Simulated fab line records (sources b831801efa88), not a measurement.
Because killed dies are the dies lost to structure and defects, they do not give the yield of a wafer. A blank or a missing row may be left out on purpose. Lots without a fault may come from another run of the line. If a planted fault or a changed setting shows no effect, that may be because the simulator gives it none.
Struck lot and sound lot, side by side    flow sky130    16 out of 708 route steps
Sound: wafers L587.2, L587.5, L587.6. Struck: wafers L576.2, L576.3, L576.5. At the end, the cause is stated.
For every step that has rows: the tool of each side, followed by ch and its chambers, followed by its first start. Under that, the readings that differ: sound wafers    struck wafers    difference of the means    sigmas: that difference in standard deviations of wafers without a fault.
alike: a reading whose means differ by less than 2 such deviations, as well as words and numbers matching on both sides. not compared: withheld readings; readings where some wafer has no value; bounds like >300 that might hide an equal value; numbers whose values overlap and for which the record gives no deviation.
A row with sigmas, a row that says differs or no value, or rows on one side alone: a step with any of these is where the two part. When numbers do not overlap yet have no deviation, they are printed without sigmas and do not part them. A reading missing from all wafers of one side parts the sides only when that side holds two or more wafers.

first, 2 steps without rows for these wafers: SKY_METAL4_PEB_11; SKY_METAL4_DEVELOP_12 (develop time 60 s).
SKY_METAL4_CD_MEAS_13 targets a cd of 300 nm.
  sound on cdSem-02, day 46 10:40; struck on cdSem-02, day 43 00:32
  alike: cdNm
SKY_METAL4_OVL_MEAS_14:
  sound on overlay-02, day 46 10:46; struck on overlay-02, day 43 00:38
  alike: METAL4_OVL
then, 1 step without rows for these wafers: SKY_METAL4_DESCUM_15 (chemistry O2, time 8 s).
SKY_METAL4_ETCH_16: etches BARC in N2/H2, stops on SiO2, time 88.2 s, target depth 60 nm.
  sound on rieMetal-01 ch 0,1, day 46 10:49; struck on rieMetal-02 ch 0, day 43 00:43
  alike: drypumpMotorCurrentA, h2FlowSccm, oesProductAu, throttleValvePct
  not compared: rfHoursCounterH
SKY_METAL4_ETCH_17: etches SiO2 in C4F8/O2/Ar, stops on TiN, time 3.9 s, target depth 15 nm.
  sound on rieDiel-01 ch 1,2, day 46 10:55; struck on rieDiel-02 ch 0,1,3, day 43 00:48
  alike: oesProductAu
  not compared: rfHoursCounterH
SKY_METAL4_METAL_ETCH_18: etches the open film in Cl2/BCl3, stops on SiO2, target depth 845 nm, time 183.1 s.
  sound on rieMetal-03 ch 0,1, day 46 10:56; struck on rieMetal-03 ch 0,1, day 43 00:49
  alike: drypumpMotorCurrentA, oesProductAu, throttleValvePct
  not compared: rfHoursCounterH
SKY_METAL4_STRIP_19: strips in O2/N2.
  sound on plasmaAsher-04 ch 0,1, day 46 11:07; struck on plasmaAsher-04 ch 0,1, day 43 01:00
  alike: drypumpMotorCurrentA, oesProductAu, stripTimeToEndpointS
  not compared: rfHoursCounterH
then, 3 steps without rows for these wafers: SKY_METAL4_STRIP_20 (strips in post etch residue remover, time 1200 s); SKY_METAL4_CLEAN_21 (cleans in IPA, time 180 s); SKY_METAL4_CLEAN_22 (cleans in O3/DIW).
SKY_VIA4_HDPCVD_00: deposits SiO2, target thk 1750 nm, time 291.7 s.
  sound on hdpcvd-01 ch 1,2, day 46 11:46; struck on hdpcvd-02 ch 0,1,2, day 43 01:37
reading                                  sound              struck             difference  sigmas
sih4FlowSccm (sccm)                      59.97 60.19 59.94  48.00 47.87 48.17  -12.02      -71
model.SiO2_of_VIA4_HDPCVD_00.thkNm (nm)  1720 1730 1732     1391 1374 1351     -355        
SKY_VIA4_THK_MEAS_01:
  sound on filmMetro-01, day 46 11:58; struck on filmMetro-02, day 43 01:49
reading               sound           struck          difference  sigmas
VIA4_HDPCVD_THK (nm)  1720 1730 1731  1390 1374 1352  -355        -19
SKY_VIA4_CMP_02: polishes SiO2.
  sound on cmp-01 ch 1,2, day 46 12:04; struck on cmp-01 ch 0,2, day 43 01:55
  alike: motorCurrentA
-- the record jumps here: 4 days lie between the struck wafers' starts before and after (it left off in module VIA4 and takes up again in module PAD_OPEN, whose first step shown is number 708 of the route) --
SKY_PAD_OPEN_PROBE_99:
  sound on prober-01, day 49 16:27; struck on prober-01, day 46 21:31
reading                            sound                 struck                difference  sigmas
model.etest.met5Comb.leakLog10AUm  -11.92 -11.93 -11.97  -11.91 -11.78 -11.22  +0.30       
  alike: defectLimitedYield, killed_at_M0_to_M3, killed_at_M4_up, killedAtContacts, killedAtFrontEnd, killedAtOther, killedDies, killedOpen, killedShort, sort_bin_3_pad_short, sort_bin_5_function, sort_bin_6_memory, sortNPass, sortYieldPct

## WHERE THEY PART
Earliest at SKY_VIA4_HDPCVD_00; latest, in this record, at SKY_VIA4_THK_MEAS_01. Later steps at which nothing parts them and some readings are alike: SKY_VIA4_CMP_02, SKY_PAD_OPEN_PROBE_99.

WHY: whatever the simulator had introduced
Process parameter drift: hdpcvd-02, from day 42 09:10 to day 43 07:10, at SKY_VIA4_HDPCVD_00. Setting sih4FlowSccm shifted by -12 from 60. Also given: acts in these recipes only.
